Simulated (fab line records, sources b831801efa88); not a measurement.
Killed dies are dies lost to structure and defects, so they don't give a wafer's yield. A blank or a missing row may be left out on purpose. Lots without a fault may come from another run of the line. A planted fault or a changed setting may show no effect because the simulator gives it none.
Which tool did it? | flow sky130 | 11 lots, 33 wafers sampled, at 4 steps of a route of 708

WHAT THE GAUGES READ, wafer by wafer
SKY_VIA1_OVL_MEAS_13.
lot  | measured     | on         | VIA1_OVL (nm)
L279 | day 34 22:00 | overlay-01 | 1 9 -5
L280 | day 34 21:08 | overlay-01 | -12 -12 -8
L282 | day 34 22:39 | overlay-01 | 2 5 -7
L283 | day 35 07:00 | overlay-02 | -1 -7 9
L284 | day 35 17:03 | overlay-01 | 9 1 0
L287 | day 36 20:20 | overlay-02 | 0 -2 10
L292 | day 38 07:01 | overlay-01 | -8 -1 -2
L293 | day 38 14:22 | overlay-01 | 2 10 0
L296 | day 40 17:59 | overlay-02 | 2 -8 -7
L298 | day 40 14:30 | overlay-02 | 4 4 3
L301 | day 40 21:18 | overlay-02 | -2 -10 1

WHICH TOOL RAN EACH LOT (tool, then ch and the chambers of the sampled wafers, then the start)
lot  | SKY_FIELD_ISO_ETCH_14             | SKY_FIELD_ISO_STRIP_16              | SKY_METAL1_DESCUM_17
L279 | rie_diel-04 ch 1,2,3, day 2 20:32 | plasma_asher-02 ch 0,1, day 2 20:38 | rie_metal-02 ch 0,1, day 33 18:15
L280 | rie_diel-01 ch 0,3, day 2 21:04   | plasma_asher-03 ch 0,1, day 2 21:10 | rie_metal-03 ch 0,1, day 33 17:32
L282 | rie_diel-04 ch 1,2, day 2 21:45   | plasma_asher-02 ch 0,1, day 2 21:53 | rie_metal-04 ch 0,1, day 33 19:02
L283 | rie_diel-02 ch 0,1,3, day 3 04:40 | plasma_asher-02 ch 0,1, day 3 04:46 | rie_metal-04 ch 0,1, day 34 03:58
L284 | rie_diel-04 ch 1,3, day 3 07:35   | plasma_asher-02 ch 0,1, day 3 07:41 | rie_metal-04 ch 0,1, day 34 13:47
L287 | rie_diel-01 ch 2,3, day 4 00:26   | plasma_asher-03 ch 0,1, day 4 00:32 | rie_metal-03 ch 0,1, day 35 16:34
L292 | rie_diel-04 ch 0,1,2, day 5 01:05 | plasma_asher-01 ch 1, day 5 01:11   | rie_metal-03 ch 0,1, day 37 04:45
L293 | rie_diel-04 ch 1,2, day 5 04:36   | plasma_asher-03 ch 0,1, day 5 04:44 | rie_metal-03 ch 1, day 37 11:57
L296 | rie_diel-02 ch 1,2,3, day 5 20:35 | plasma_asher-02 ch 0,1, day 5 20:41 | rie_metal-03 ch 0,1, day 39 16:00
L298 | rie_diel-01 ch 0,2,3, day 6 08:33 | plasma_asher-03 ch 0,1, day 6 08:39 | rie_metal-02 ch 0,1, day 39 12:07
L301 | rie_diel-01 ch 0,1,2, day 6 23:59 | plasma_asher-03 ch 0,1, day 7 00:05 | rie_metal-03 ch 0,1, day 39 18:56
- SKY_FIELD_ISO_ETCH_14: etches BARC in N2/H2, stops on SiO2, time 45.9 s, target depth 60 nm.
- SKY_FIELD_ISO_STRIP_16: strips in O2/N2.
- SKY_METAL1_DESCUM_17: chemistry O2, time 8 s.

THE ANSWER, worked out from the rows above alone
Rule: what is usual is taken from the lots themselves. Put in order of their means at a reading, lots are off if they are a third of the lots or fewer, leave a main group of 4 or more, and stand apart from it by a gap of 3 or more times the standard deviation of the main group's means; of several such gaps the widest counts. A main group whose means are all the same, to the digits that the tables above print for the reading, isn't used. A lot without any number at a reading at which 4 lots or more have one is off too. The other lots that the step has rows for count as sound.
No lot is off at any reading shown: from this, nothing can be told.

WHAT THE SIMULATOR HAD PUT IN
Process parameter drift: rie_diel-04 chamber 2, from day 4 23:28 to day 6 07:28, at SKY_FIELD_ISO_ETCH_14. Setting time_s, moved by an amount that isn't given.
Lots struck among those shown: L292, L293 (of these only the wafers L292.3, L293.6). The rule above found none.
